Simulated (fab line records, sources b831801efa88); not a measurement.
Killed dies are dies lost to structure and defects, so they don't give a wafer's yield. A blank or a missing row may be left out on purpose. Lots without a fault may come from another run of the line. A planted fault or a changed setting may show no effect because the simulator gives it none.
fab line records | flow sky130
record lots=6 wafers=18 last_day=50
route steps=708 shown NWELL@82 PWDE@84 VT_ADJUST_HVTP@85 VT_ADJUST_LVTN@97 PAD_OPEN@708
lots that met no fault: from a run of the same line without faults
start_h: hours from the record's first day to the start of the lot's first wafer shown | wait_h: hours since the lot's step before | " the same as in the row above | L1.1+2: a row that stands for several wafers | - no value, or no start given | * or withheld: withheld | < > ~ a bound
route shown NAME@n: a module of which the file shows steps, and the number in the route of the first | usual: mean/standard deviation of fault-free wafers | same: alike in all rows | chamber/n: place in a boat | sites: the reading at each site | _std_site: their standard deviation | _edge_site: outer sites' mean less inner sites' | radius_mm: how far each site lies from the wafer's centre | mask NAME#n: copy n | behind: the tool/chamber that last shaped the wafer | hold: why the lot was held/for how many hours/how that ended | device: the transistor (n, p or np) that didn't switch | end of line: the same wafers' tests at the end of the route | a step without rows: its recipe alone | killed: dies lost to structure and defects at the first sort, not the wafer's yield | map: a wafer's dies, x killed, . not, _ none there
set.NAME: the setting as run; set.NAME@STEP: as run at that earlier step | model.NAME: the simulator's own value behind a step, which no gauge read
lots at some steps of the route; a table a step, a row a wafer
services: from which hour (start_h, from the record's first day; less than 0 if before it) a tool's chamber was out of use, for how many hours, and why
## steps
# step SKY_NWELL_RS_MEAS_29
# recipe thk_meas_gauge=four-point-probe
# usual NWELL_RS=624.8/1.5
# columns lot.wafer tool chamber start_h wait_h NWELL_RS[ohm/sq]
L252.3 film_metro-04 - 101.97 0.1 624.6
L252.4 " - " " 626.1
L252.5 " - " " 625.4
L253.1 film_metro-03 - 109.83 0.2 624.2
L253.4 " - " " 624.5
L253.5 " - " " 626.0
L260.1 film_metro-02 - 156.78 0.1 626.2
L260.3 " - " " 628.0
L260.6 " - " " 623.2
L261.3 film_metro-03 - 162.44 0.1 626.9
L261.4 " - " " 626.0
L261.5 " - " " 625.4
L264.2 film_metro-02 - 179.19 0.1 625.0
L264.4 " - " " 624.3
L264.5 " - " " 626.1
L274.2 film_metro-02 - 251.94 0.1 625.4
L274.4 " - " " 625.8
L274.6 " - " " 626.0
# step SKY_NWELL_RS_MEAS_31
# recipe thk_meas_gauge=four-point-probe
# usual PWDE_RS=5284/17
# columns lot.wafer tool chamber start_h wait_h PWDE_RS[ohm/sq]
L252.3 film_metro-04 - 102.21 0.1 5281
L252.4 " - " " 5283
L252.5 " - " " 5281
L253.1 film_metro-03 - 110.07 0.1 5277
L253.4 " - " " 5284
L253.5 " - " " 5267
L260.1 film_metro-02 - 157.02 0.1 5305
L260.3 " - " " 5303
L260.6 " - " " 5295
L261.3 film_metro-03 - 162.68 0.1 5281
L261.4 " - " " 5296
L261.5 " - " " 5300
L264.2 film_metro-02 - 179.43 0.1 5276
L264.4 " - " " 5287
L264.5 " - " " 5289
L274.2 film_metro-02 - 252.18 0.1 5286
L274.4 " - " " 5288
L274.6 " - " " 5292
# step SKY_VT_ADJUST_HVTP_DEHYDRATE_00
# recipe temp_c=200 time_s=60
# step SKY_VT_ADJUST_HVTP_HMDS_01
# recipe prime_time_s=60 prime_temp_c=120
# step SKY_VT_ADJUST_HVTP_COAT_02
# recipe resist=NOVOLAK spin_rpm=3000 resist_thk_nm=1140
# step SKY_VT_ADJUST_HVTP_SOFTBAKE_03
# recipe temp_c=90 time_s=60 resist=NOVOLAK
# step SKY_VT_ADJUST_HVTP_EXPOSE_04
# recipe mask_id=HVTPM na=0.6 source_shape=conventional sigma_outer=0.6 polarization=unpolarized target_cd_nm=380 dose_mj=140
# step SKY_VT_ADJUST_HVTP_PEB_05
# recipe temp_c=withheld time_s=* resist=NOVOLAK
# step SKY_VT_ADJUST_HVTP_DEVELOP_06
# recipe resist=NOVOLAK developer=TMAH develop_time_s=60 dev_temp_c=22.14
# step SKY_VT_ADJUST_HVTP_CD_MEAS_07
# recipe target_cd_nm=380
# usual cd_nm=379.9/2.7
# columns lot.wafer tool chamber start_h wait_h cd_nm
L252.3 cd_sem-02 - 121.02 0.1 378.6
L252.4 " - " " 377.6
L252.5 " - " " 379.3
L253.1 cd_sem-01 - 129.02 0.1 385.1
L253.4 " - " " 385.1
L253.5 " - " " 384.0
L260.1 cd_sem-01 - 176.43 0.1 379.4
L260.3 " - " " 377.9
L260.6 " - " " 380.8
L261.3 cd_sem-02 - 182.32 0.1 375.8
L261.4 " - " " 380.2
L261.5 " - " " 378.6
L264.2 cd_sem-01 - 200.54 0.1 379.9
L264.4 " - " " 379.3
L264.5 " - " " 378.4
L274.2 cd_sem-01 - 277.19 0.1 378.7
L274.4 " - " " 383.1
L274.6 " - " " 379.3
# step SKY_VT_ADJUST_HVTP_OVL_MEAS_08
# usual VT_ADJUST_HVTP_OVL=0.7/1.4
# columns lot.wafer tool chamber start_h wait_h VT_ADJUST_HVTP_OVL[nm]
L252.3 overlay-02 - 121.11 0.1 3.2
L252.4 " - " " 1.3
L252.5 " - " " 1.2
L253.1 overlay-02 - 129.14 0.1 1.6
L253.4 " - " " 2.3
L253.5 " - " " 1.1
L260.1 overlay-01 - 176.55 0.1 2.6
L260.3 " - " " 0.0
L260.6 " - " " 2.3
L261.3 overlay-01 - 182.41 0.1 1.7
L261.4 " - " " -0.5
L261.5 " - " " -0.9
L264.2 overlay-02 - 200.65 0.1 -2.4
L264.4 " - " " -1.9
L264.5 " - " " -1.0
L274.2 overlay-01 - 277.30 0.1 2.6
L274.4 " - " " 2.1
L274.6 " - " " 0.4
# step SKY_VT_ADJUST_HVTP_IMPLANT_09
# recipe species=As energy_kev=150 dose_cm2=4.3e+12 tilt_deg=withheld
# usual dose_ions_cm2=4.301e+12/4.5e+09 faraday_current_uA=24.3/0.49
# columns lot.wafer tool chamber start_h wait_h dose_ions_cm2 faraday_current_uA
L252.3 implanter-03 0 121.19 0.1 4.301e+12 24.6
L252.4 " 0 " " 4.311e+12 24.2
L252.5 " 0 " " 4.307e+12 24.3
L253.1 implanter-03 0 129.18 0.0 4.3e+12 24.6
L253.4 " 0 " " 4.301e+12 24.5
L253.5 " 0 " " 4.303e+12 24.8
L260.1 implanter-03 0 176.62 0.1 1.146e+12 6.5
L260.3 " 0 " " 1.142e+12 6.4
L260.6 " 0 " " 1.143e+12 6.4
L261.3 implanter-04 0 182.49 0.1 4.292e+12 24.9
L261.4 " 0 " " 4.303e+12 23.4
L261.5 " 0 " " 4.296e+12 25.4
L264.2 implanter-03 0 200.70 0.0 1.143e+12 6.2
L264.4 " 0 " " 1.133e+12 6.5
L264.5 " 0 " " 1.141e+12 6.3
L274.2 implanter-04 0 277.35 0.0 4.309e+12 24.8
L274.4 " 0 " " 4.301e+12 24.0
L274.6 " 0 " " 4.302e+12 24.9
# step SKY_VT_ADJUST_HVTP_STRIP_10
# recipe chemistry=O2/N2 power_w=1400 pressure_mtorr=1500 platen_temp_c=withheld o2_flow_sccm=3000 n2_flow_sccm=300 overash_fraction=0.5
# usual drypump_motor_current_A=5.7/0.46 oes_product_au=0.716/0.0047 strip_time_to_endpoint_s=14.17/0.043
# columns lot.wafer tool chamber start_h wait_h drypump_motor_current_A oes_product_au rf_hours_counter_h strip_time_to_endpoint_s
L252.3 plasma_asher-02 0 121.32 0.1 5.9 0.711 - 14.17
L252.4 " 1 " " 5.5 0.717 - 14.20
L252.5 " 1 " " 5.5 0.715 - 14.15
L253.1 plasma_asher-01 0 129.33 0.1 5.2 0.718 44 14.22
L253.4 " 0 " " 5.3 0.718 - 14.24
L253.5 " 1 " " 5.2 0.722 - 14.20
L260.1 plasma_asher-01 1 176.77 0.1 5.2 0.718 49 14.17
L260.3 " 0 " " 5.2 0.718 - 14.09
L260.6 " 1 " " 5.2 0.713 - 14.12
L261.3 plasma_asher-03 1 182.62 0.1 6.5 0.718 - 14.11
L261.4 " 0 " " 5.9 0.716 - 14.08
L261.5 " 1 " " 6.5 0.714 - 14.10
L264.2 plasma_asher-02 0 200.83 0.1 5.8 0.721 39 14.16
L264.4 " 0 " " 5.8 0.713 - 14.14
L264.5 " 0 " " 5.8 0.709 - 14.18
L274.2 plasma_asher-02 1 277.48 0.1 5.5 0.713 46 14.14
L274.4 " 1 " " 5.5 0.715 - 14.14
L274.6 " 1 " " 5.5 0.716 - 14.13
# step SKY_VT_ADJUST_HVTP_TW_MEAS_11
# usual VT_ADJUST_HVTP_TW=1369/7
# columns lot.wafer tool chamber start_h wait_h VT_ADJUST_HVTP_TW
L252.3 film_metro-01 - 121.41 0.1 1378
L252.4 " - " " 1369
L252.5 " - " " 1366
L253.1 film_metro-03 - 129.43 0.1 1358
L253.4 " - " " 1363
L253.5 " - " " 1357
L260.1 film_metro-01 - 176.87 0.1 906
L260.3 " - " " 902
L260.6 " - " " 903
L261.3 film_metro-01 - 182.71 0.1 1377
L261.4 " - " " 1379
L261.5 " - " " 1387
L264.2 film_metro-04 - 200.94 0.1 892
L264.4 " - " " 890
L264.5 " - " " 887
L274.2 film_metro-04 - 277.59 0.1 1364
L274.4 " - " " 1373
L274.6 " - " " 1371
# step SKY_VT_ADJUST_LVTN_DEHYDRATE_00
# recipe temp_c=200 time_s=60
# step SKY_PAD_OPEN_PROBE_99
# usual killed_at_M0_to_M3=42/6.9 killed_at_M4_up=3.2/1.7 killed_at_contacts=25/5.1 killed_at_front_end=15/4.5 killed_at_other=0.4/0.63 killed_dies=86/9.3 killed_open=46/7 killed_short=39/6.9
# same gross_dies=492 killed_at_back_side=0
# columns lot.wafer tool chamber start_h wait_h killed_at_M0_to_M3 killed_at_M4_up killed_at_contacts killed_at_front_end killed_at_other killed_dies killed_open killed_short
L252.3 prober-01 - 1077.29 0.2 43 2 21 13 1 80 47 33
L252.4 prober-01 - 1077.34 0.2 28 8 19 26 0 81 38 42
L252.5 prober-01 - 1077.39 0.2 40 1 14 11 0 66 39 27
L253.1 prober-02 - 1079.68 0.1 50 6 24 9 0 89 56 33
L253.4 prober-02 - 1079.83 0.2 38 2 24 5 2 71 36 34
L253.5 prober-02 - 1079.88 0.2 45 3 25 10 0 83 49 33
L261.3 prober-01 - 1132.18 0.2 34 5 19 18 1 77 32 43
L261.4 prober-01 - 1132.23 0.2 45 5 36 5 1 92 52 39
L261.5 prober-01 - 1132.28 0.2 47 1 28 14 3 93 53 40
L260.1 prober-01 - 1136.45 0.1 44 2 29 15 0 90 59 31
L260.3 prober-01 - 1136.55 0.2 49 3 28 22 1 103 48 55
L260.6 prober-01 - 1136.70 0.2 44 1 26 11 0 82 47 35
L264.2 prober-01 - 1149.68 0.1 32 4 25 13 2 76 39 37
L264.4 prober-01 - 1149.78 0.2 38 3 23 16 0 80 47 33
L264.5 prober-01 - 1149.83 0.2 42 2 23 12 1 80 47 33
L274.2 prober-01 - 1208.08 0.1 47 2 30 13 0 92 53 39
L274.4 prober-01 - 1208.18 0.2 46 4 28 7 0 85 40 45
L274.6 prober-01 - 1208.28 0.2 45 2 27 22 0 96 48 48
# killed by level:class
L252.3 VIA1:geometric_particle:open=12 CONTACT:geometric_particle:open=8 VIA3:geometric_particle:open=7 LI_CONTACT:geometric_particle:open=6 VIA1:geometric_particle:short=5 CONTACT:geometric_particle:short=4 VIA2:geometric_particle:open=4 FIELD_ISO:geometric_particle:open=3
L252.4 FIELD_ISO:geometric_particle:short=9 VIA1:geometric_particle:open=8 FIELD_ISO:geometric_particle:open=6 CONTACT:geometric_particle:open=6 METAL4:geometric_particle:short=6 CONTACT:geometric_particle:short=5 LI_CONTACT:geometric_particle:open=4 POLY_GATE:geometric_particle:short=3
L252.5 VIA1:geometric_particle:open=11 VIA3:geometric_particle:open=9 CONTACT:geometric_particle:open=6 VIA1:geometric_particle:short=5 METAL1:geometric_particle:short=4 VIA2:geometric_particle:open=4 POLY_GATE:geometric_particle:short=3 POLY_GATE:geometric_particle:open=3
L253.1 VIA1:geometric_particle:open=14 CONTACT:geometric_particle:open=9 VIA2:geometric_particle:open=8 LI_CONTACT:geometric_particle:open=7 CONTACT:geometric_particle:short=6 METAL2:geometric_particle:short=6 VIA3:geometric_particle:short=6 VIA3:geometric_particle:open=6
L253.4 LI_CONTACT:geometric_particle:open=9 VIA2:geometric_particle:open=8 VIA1:geometric_particle:short=7 CONTACT:geometric_particle:open=5 VIA1:geometric_particle:open=5 VIA3:geometric_particle:open=5 CONTACT:geometric_particle:short=4 LI_CONTACT:geometric_particle:short=3
L253.5 VIA1:geometric_particle:open=12 LI_CONTACT:geometric_particle:open=11 VIA3:geometric_particle:open=10 VIA2:geometric_particle:open=8 CONTACT:geometric_particle:short=6 METAL2:geometric_particle:short=4 POLY_GATE:geometric_particle:short=3 LI_CONTACT:geometric_particle:short=3
L261.3 CONTACT:geometric_particle:open=8 FIELD_ISO:geometric_particle:short=7 VIA1:geometric_particle:open=6 METAL2:geometric_particle:short=6 CONTACT:geometric_particle:short=5 METAL3:geometric_particle:short=5 VIA3:geometric_particle:open=5 LOCAL_INTERCONNECT:geometric_particle:short=4
L261.4 VIA1:geometric_particle:open=14 CONTACT:geometric_particle:open=12 LI_CONTACT:geometric_particle:open=9 CONTACT:geometric_particle:short=8 VIA2:geometric_particle:open=7 METAL1:geometric_particle:short=5 VIA3:geometric_particle:open=4 VIA1:geometric_particle:short=4
L261.5 CONTACT:geometric_particle:open=12 VIA1:geometric_particle:open=12 VIA3:geometric_particle:open=10 METAL2:geometric_particle:short=9 CONTACT:geometric_particle:short=8 LI_CONTACT:geometric_particle:open=5 VIA2:geometric_particle:open=4 FIELD_ISO:geometric_particle:open=3
L260.1 VIA1:geometric_particle:open=12 LI_CONTACT:geometric_particle:open=11 POLY_GATE:geometric_particle:open=7 CONTACT:geometric_particle:open=7 VIA3:geometric_particle:open=7 VIA2:geometric_particle:open=6 METAL1:geometric_particle:short=5 LI_CONTACT:geometric_particle:short=4
L260.3 CONTACT:geometric_particle:open=12 METAL2:geometric_particle:short=10 FIELD_ISO:geometric_particle:short=9 VIA1:geometric_particle:open=8 METAL3:geometric_particle:short=5 LI_CONTACT:geometric_particle:open=5 CONTACT:geometric_particle:short=5 VIA3:geometric_particle:open=5
L260.6 VIA1:geometric_particle:open=14 CONTACT:geometric_particle:open=10 METAL2:geometric_particle:short=6 LI_CONTACT:geometric_particle:short=5 LI_CONTACT:geometric_particle:open=5 VIA3:geometric_particle:open=5 VIA1:geometric_particle:short=5 VIA2:geometric_particle:open=5
L264.2 VIA1:geometric_particle:open=11 CONTACT:geometric_particle:short=7 LI_CONTACT:geometric_particle:open=6 VIA3:geometric_particle:open=6 LOCAL_INTERCONNECT:geometric_particle:short=5 FIELD_ISO:geometric_particle:short=4 CONTACT:geometric_particle:open=4 VIA1:geometric_particle:short=4
L264.4 VIA1:geometric_particle:open=9 LI_CONTACT:geometric_particle:open=7 CONTACT:geometric_particle:open=7 FIELD_ISO:geometric_particle:open=6 VIA2:geometric_particle:open=6 FIELD_ISO:geometric_particle:short=5 LOCAL_INTERCONNECT:geometric_particle:short=5 VIA1:geometric_particle:short=5
L264.5 LI_CONTACT:geometric_particle:open=10 VIA1:geometric_particle:open=10 FIELD_ISO:geometric_particle:open=7 VIA1:geometric_particle:short=7 VIA3:geometric_particle:open=6 CONTACT:geometric_particle:open=5 CONTACT:geometric_particle:short=4 METAL1:geometric_particle:short=4
L274.2 VIA1:geometric_particle:open=15 CONTACT:geometric_particle:short=9 CONTACT:geometric_particle:open=8 METAL1:geometric_particle:short=8 LI_CONTACT:geometric_particle:open=7 VIA3:geometric_particle:open=6 VIA2:geometric_particle:open=4 POLY_GATE:geometric_particle:open=3
L274.4 VIA1:geometric_particle:open=12 LI_CONTACT:geometric_particle:open=7 CONTACT:geometric_particle:short=6 METAL1:geometric_particle:short=6 CONTACT:geometric_particle:open=6 LOCAL_INTERCONNECT:geometric_particle:short=6 VIA1:geometric_particle:short=6 METAL2:geometric_particle:short=6
L274.6 VIA1:geometric_particle:open=11 LOCAL_INTERCONNECT:geometric_particle:short=8 LI_CONTACT:geometric_particle:open=7 CONTACT:geometric_particle:short=7 METAL1:geometric_particle:short=7 POLY_GATE:geometric_particle:short=6 VIA3:geometric_particle:open=6 CONTACT:geometric_particle:open=5
## services
# columns tool chamber start_h hours kind
implanter-04 - 100.76 2.8 pm
plasma_asher-01 - 106.33 10.0 pm
plasma_asher-03 - 108.75 9.0 pm
plasma_asher-03 0 108.75 9.0 vent_cycle
plasma_asher-03 1 108.75 9.0 vent_cycle
plasma_asher-03 0 117.75 - clean
plasma_asher-03 1 117.75 - clean
implanter-04 - 118.18 5.7 pm
implanter-04 - 142.84 4.3 repair
plasma_asher-03 - 154.01 2.8 pm
plasma_asher-02 - 170.95 0.4 repair
implanter-04 - 175.47 3.6 repair
implanter-03 - 213.38 4.4 pm
plasma_asher-03 - 239.51 0.7 repair
implanter-04 - 261.84 1.2 repair
## key
first_sign step=SKY_VT_ADJUST_HVTP_IMPLANT_09 reading=dose_ions_cm2 direction=down sigmas=99+ usual=* struck=*
effect step=SKY_VT_ADJUST_HVTP_IMPLANT_09 reading=faraday_current_uA direction=down sigmas=37 usual=24.3 struck=6.4
effect step=SKY_VT_ADJUST_HVTP_TW_MEAS_11 reading=VT_ADJUST_HVTP_TW direction=down sigmas=68 usual=1369 struck=897
met_at SKY_VT_ADJUST_HVTP_IMPLANT_09
struck_wafers L260.1,L260.3,L260.6,L264.2,L264.4,L264.5
tester_left_out L260,L264
onset_between 129.18 176.62
fault kind=process_parameter_drift tool=implanter-03 chamber=- onset_h=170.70 steps=SKY_VT_ADJUST_HVTP_IMPLANT_09 channel=dose_cm2 offset=* shape=step end_h=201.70 acts_in=* stated=*
# tester_left_out: of these lots the tester's yield and bins aren't shown, on N5 and GAA mostly nor the transistor test; their killed dies are dies lost to structure and defects alone, not to doping, threshold or leakage, so they don't give the yield
